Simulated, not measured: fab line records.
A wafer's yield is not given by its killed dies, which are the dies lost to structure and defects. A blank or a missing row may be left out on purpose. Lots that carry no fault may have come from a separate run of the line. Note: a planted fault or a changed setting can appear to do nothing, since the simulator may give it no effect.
What tool caused it?    flow sky130    Sampling: 11 lots, 32 wafers, 2 of 708 route steps

== WHAT THE GAUGES SHOWED, per wafer ==
SKY_PWDE_TW_MEAS_10.
lot   measured     on             PWDE_TW
L547  day 4 05:00  film metro-03  377.7 378.7 376.9
L548  day 5 02:02  film metro-02  376.3 374.0 374.7
L549  day 5 02:04  film metro-04  376.3 378.7 377.8
L550  day 5 14:15  film metro-02  372.3 374.3 371.6
L551  day 5 14:35  film metro-03  378.0 377.8 379.1
L554  day 5 22:50  film metro-02  373.2 375.8 375.1
L560  day 7 05:56  film metro-02  412.5 411.3 412.5
L562  day 7 13:28  film metro-04  416.2 416.0 413.2
L563  day 7 19:37  film metro-04  376.2 376.8
L568  day 9 03:06  film metro-02  369.5 370.4 368.6
L569  day 9 09:53  film metro-04  377.3 377.2 377.3

== TOOL THAT RAN EACH LOT (tool first, then ch and the chambers of the sampled wafers, then the start) ==
lot   SKY_PWDE_IMPLANT_08
L547  implanter-02 ch 0, day 4 04:47
L548  implanter-03 ch 0, day 5 01:48
L549  implanter-01 ch 0, day 5 01:49
L550  implanter-02 ch 0, day 5 14:02
L551  implanter-03 ch 0, day 5 14:20
L554  implanter-01 ch 0, day 5 22:36
L560  implanter-02 ch 0, day 7 05:42
L562  implanter-02 ch 0, day 7 13:16
L563  implanter-03 ch 0, day 7 19:24
L568  implanter-03 ch 0, day 9 02:53
L569  implanter-03 ch 0, day 9 09:39
- SKY_PWDE_IMPLANT_08

== THE ANSWER, worked out from the rows above alone ==
Rule: usual is defined by the lots themselves. The widest of any qualifying gaps counts: lots, ordered by their means at a reading, are off when they make up no more than a third of the lots, leave a main group of 4 or more, and stand apart from it by 3 or more times the standard deviation of that group's means. A main group whose means are all the same, to the digits that the tables above print for the reading, isn't used. Also off: a lot with no number at a reading for which 4 or more lots have one. All remaining lots with rows at the step are treated as sound.
Off: at SKY_PWDE_TW_MEAS_10 (PWDE_TW), L560, L562. The main group: mean 375.5, standard deviation 2.7.
A tool fits if, at a process step before that reading, it ran every lot that is off, and no sound lot after the first of them. Gauges at SKY_PWDE_TW_MEAS_10: tried the same way as those tools. One fits: SKY_PWDE_IMPLANT_08 on implanter-02. A fault onset in the window from L550 (day 5 14:02, its last sound lot) to L560 (day 7 05:42, its first lot off) fits.

== WHAT WAS PUT IN BY THE SIMULATOR ==
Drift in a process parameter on implanter-02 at SKY_PWDE_IMPLANT_08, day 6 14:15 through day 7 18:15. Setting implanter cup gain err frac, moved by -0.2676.
Struck lots among those shown: L560, L562. The same result came from the rule above.
